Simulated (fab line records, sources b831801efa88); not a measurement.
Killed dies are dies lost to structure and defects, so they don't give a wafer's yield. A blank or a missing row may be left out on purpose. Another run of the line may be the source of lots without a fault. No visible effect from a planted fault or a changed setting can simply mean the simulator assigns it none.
Struck lot and sound lot, side by side | flow sky130 | 16 steps out of a route of 708
Sound: these wafers, L626.1, L626.2, L626.4. Struck: wafer L636.3. (L636.2, L636.6 of the same lot were not struck and are left out.) The cause comes at the end.
Each step with rows lists, per side, the tool, then ch with its chambers, then its first start. Under that, the readings that differ: sound wafers | struck wafers | difference of the means | sigmas: that difference in standard deviations of wafers without a fault.
alike: a reading whose means differ by less than 2 such deviations, as well as words and numbers matching on both sides. not compared: withheld readings; readings where some wafer has no value; bounds like >300 that might hide an equal value; numbers whose values overlap and for which the record gives no deviation.
The two part at a step that has a row with sigmas, a row that says differs or no value, or rows on one side only. Non-overlapping numbers with no deviation appear without sigmas and do not part them. A reading missing from all wafers of one side parts the sides only when that side holds two or more wafers.

first, 2 steps without rows for these wafers: SKY_METAL4_PEB_11; SKY_METAL4_DEVELOP_12 (develop time 60 s).
SKY_METAL4_CD_MEAS_13: the cd target is 300 nm.
  struck on cdSem-01, day 45 07:29; sound on cdSem-02, day 42 09:41
  alike: cdNm
SKY_METAL4_OVL_MEAS_14:
  struck on overlay-01, day 45 07:35; sound on overlay-01, day 42 09:48
  alike: METAL4_OVL
SKY_METAL4_DESCUM_15: chemistry O2, time 8 s.
  sound on rieMetal-02 ch 0,1, day 42 09:50; struck on rieMetal-04 ch 1, day 45 07:38
  alike: drypumpMotorCurrentA, heBacksideLeakSccm, oesProductAu
  not compared: rfHoursCounterH
SKY_METAL4_ETCH_16: etches BARC in N2/H2, stops on SiO2, time 88.2 s, target depth 60 nm.
  sound on rieMetal-02 ch 0,1, day 42 09:52; struck on rieMetal-04 ch 1, day 45 07:43
  alike: drypumpMotorCurrentA, heBacksideLeakSccm, oesProductAu, throttleValvePct
  not compared: rfHoursCounterH
SKY_METAL4_ETCH_17: etches SiO2 in C4F8/O2/Ar, stops on TiN, time 3.9 s, target depth 15 nm.
  sound on rieDiel-03 ch 0,1,3, day 42 09:58; struck on rieDiel-03 ch 3, day 45 07:53
reading             | sound             | struck | difference | sigmas
oesProductAu (a.u.) | 0.750 0.756 0.772 | 0.743  | -0.016     | -2
rfHoursCounterH (h) | 1 10 12           | 14     | +6         | 
then, 1 step without rows for these wafers: SKY_METAL4_METAL_ETCH_18 (etches the open film in Cl2/BCl3, stops on SiO2, target depth 845 nm, time 183.1 s).
SKY_METAL4_STRIP_19: strips in O2/N2.
  sound on plasmaAsher-04 ch 0,1, day 42 10:10; struck on plasmaAsher-01 ch 1, day 45 08:04
  alike: drypumpMotorCurrentA, oesProductAu, stripTimeToEndpointS
  not compared: rfHoursCounterH
then, 3 steps without rows for these wafers: SKY_METAL4_STRIP_20 (strips in post etch residue remover, time 1200 s); SKY_METAL4_CLEAN_21 (cleans in IPA, time 180 s); SKY_METAL4_CLEAN_22 (cleans in O3/DIW).
SKY_VIA4_HDPCVD_00: deposits SiO2, target thk 1750 nm, time 291.7 s.
  sound on hdpcvd-02 ch 0,2, day 42 10:45; struck on hdpcvd-02 ch 0, day 45 12:26
reading                                 | sound             | struck | difference | sigmas
runLengthS (s)                          | 320.3 319.3 319.3 | 357.7  | +38.1      | +75
model.SiO2_of_VIA4_HDPCVD_00.thkNm (nm) | 1737 1734 1743    | 1980   | +242       | 
SKY_VIA4_THK_MEAS_01:
  struck on filmMetro-02, day 45 12:37; sound on filmMetro-01, day 42 10:56
reading              | sound          | struck | difference | sigmas
VIA4_HDPCVD_THK (nm) | 1738 1735 1742 | 1978   | +240       | +15
SKY_VIA4_CMP_02: polishes SiO2.
  sound on cmp-01 ch 0,1,2, day 42 11:02; struck on cmp-02 ch 3, day 45 12:44
  alike: motorCurrentA
-- the record jumps here: 3 days lie between the struck wafers' starts before and after (it left off in module VIA4 and takes up again in module PAD_OPEN, whose first step shown is number 708 of the route) --
SKY_PAD_OPEN_PROBE_99:
  only the struck wafers here have rows in the record (prober-02, day 49 00:31); the sound ones have none

WHERE THEY PART
Last at SKY_PAD_OPEN_PROBE_99 as far as this record goes, first at SKY_METAL4_ETCH_17.

WHY: what had been put in by the simulator
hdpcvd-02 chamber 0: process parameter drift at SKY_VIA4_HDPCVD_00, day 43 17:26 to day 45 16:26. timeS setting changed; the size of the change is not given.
